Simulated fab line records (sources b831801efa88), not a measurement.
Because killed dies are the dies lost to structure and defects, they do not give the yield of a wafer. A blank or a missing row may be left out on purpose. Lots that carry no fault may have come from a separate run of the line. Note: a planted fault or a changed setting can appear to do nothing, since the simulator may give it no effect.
A struck lot beside a sound one | flow sky130 | 14 steps out of a route of 708
Sound: the wafers L416.1, L416.3, L416.4. Struck: wafer L407.3 (left out: L407.1, L407.5 of the same lot, which were not struck); the cause appears at the end.
For every step that has rows: the tool of each side, followed by ch and its chambers, followed by its first start. Under that, the readings that differ: sound wafers | struck wafers | difference of the means | sigmas: that difference in standard deviations of wafers without a fault.
alike: words and numbers the same on both sides, and readings whose means are apart by under 2 such deviations; not compared: readings that were withheld, readings missing a value for some wafer, numbers with overlapping values and no deviation given by the record, and bounds like >300 which may hide the same value.
Wherever a step has rows on one side only, a row that says differs or no value, or a row with sigmas, the two part there. Non-overlapping numbers with no deviation appear without sigmas and do not part them. A reading that every wafer of one side lacks parts them only if that side has two wafers or more.

SKY_VIA2_CD_MEAS_12: the cd target is 200 nm.
  sound: cd-sem-01 at day 40 15:35; struck: cd-sem-02 at day 37 17:28
  alike: cd-nm
SKY_VIA2_OVL_MEAS_13:
  sound: overlay-02 at day 40 15:43; struck: overlay-02 at day 37 17:35
  reading       | sound  | struck | difference | sigmas
  VIA2_OVL (nm) | -3 3 7 | 14     | +12        | +2
SKY_VIA2_ETCH_14: etches BARC in N2/H2, stops on SiO2, time 45.9 s, target depth 60 nm.
  sound on rie-diel-02 ch 0,1,3, day 40 15:44; struck on rie-diel-01 ch 1, day 37 17:37
  reading                | sound    | struck | difference | sigmas
  rf-hours-counter-h (h) | 17 22 19 | 8      | -11        |
  alike: bias-w, drypump-motor-current-A, oes-product-au, throttle-valve-pct
SKY_VIA2_ETCH_15: etches SiO2 in C4F8/O2/Ar, stops on TiN, target depth 546 nm, time 84 s.
  sound on rie-diel-02 ch 0,1,3, day 40 15:47; struck on rie-diel-01 ch 1, day 37 17:40
  reading                | sound    | struck | difference | sigmas
  rf-hours-counter-h (h) | 17 22 19 | 8      | -11        |
  alike: bias-w, oes-product-au
then, 4 steps without rows for these wafers: SKY_VIA2_STRIP_16 (strips in O2/N2); SKY_VIA2_STRIP_17 (strips in post etch residue remover, time 1200 s); SKY_VIA2_CLEAN_18 (cleans in IPA, time 180 s); SKY_VIA2_CLEAN_19 (cleans in O3/DIW).
SKY_VIA2_SPUTTER_20: material TiN, target thk 20 nm, time 80 s.
  sound: pvd-sputter-04 at day 40 16:54; struck: pvd-sputter-04 at day 37 18:22
  alike: throttle-valve-pct
SKY_VIA2_CVD_21: deposits W, target thk 420 nm, time 126.4 s.
  sound on cvd-w-01 ch 0,1, day 40 16:58; struck on cvd-w-02 ch 1, day 37 18:25
  alike: heater-power-w
SKY_VIA2_RS_MEAS_22: uses a four-point probe to measure.
  sound: film-metro-04 at day 40 17:05; struck: film-metro-04 at day 37 18:35
  reading            | sound             | struck | difference | sigmas
  VIA2_W_RS (ohm/sq) | 0.264 0.265 0.267 | 0.277  | +0.012     | +2
SKY_VIA2_THK_MEAS_23: measures by xrf.
  sound: film-metro-04 at day 40 17:13; struck: film-metro-04 at day 37 18:42
  reading         | sound       | struck | difference | sigmas
  VIA2_W_THK (nm) | 417 415 409 | 395    | -19        | -2
SKY_VIA2_CMP_24: polishes, stops on SiO2, t overpolish 20 s, target thk 0 nm.
  sound on cmp-02 ch 1,2,3, day 40 17:16; struck on cmp-01 ch 3, day 37 18:54
  reading                | sound                | struck | difference | sigmas
  overpolish-run-s (s)   | 19.996 20.006 19.997 | 0.040  | -19.960    | -99 or more
  time-to-endpoint-s (s) | 99 101 102           | 155    | +54        | +13
  alike: edge-zone-pressure-frac, motor-current-A
SKY_METAL3_SPUTTER_00: material Ti, target thk 15 nm, time 10 s.
  the record holds rows for the sound wafers here (pvd-sputter-02, day 40 17:34) but none for the struck ones

## WHERE THEY PART
Earliest at SKY_VIA2_OVL_MEAS_13; latest, in this record, at SKY_METAL3_SPUTTER_00.

WHY: whatever the simulator had introduced
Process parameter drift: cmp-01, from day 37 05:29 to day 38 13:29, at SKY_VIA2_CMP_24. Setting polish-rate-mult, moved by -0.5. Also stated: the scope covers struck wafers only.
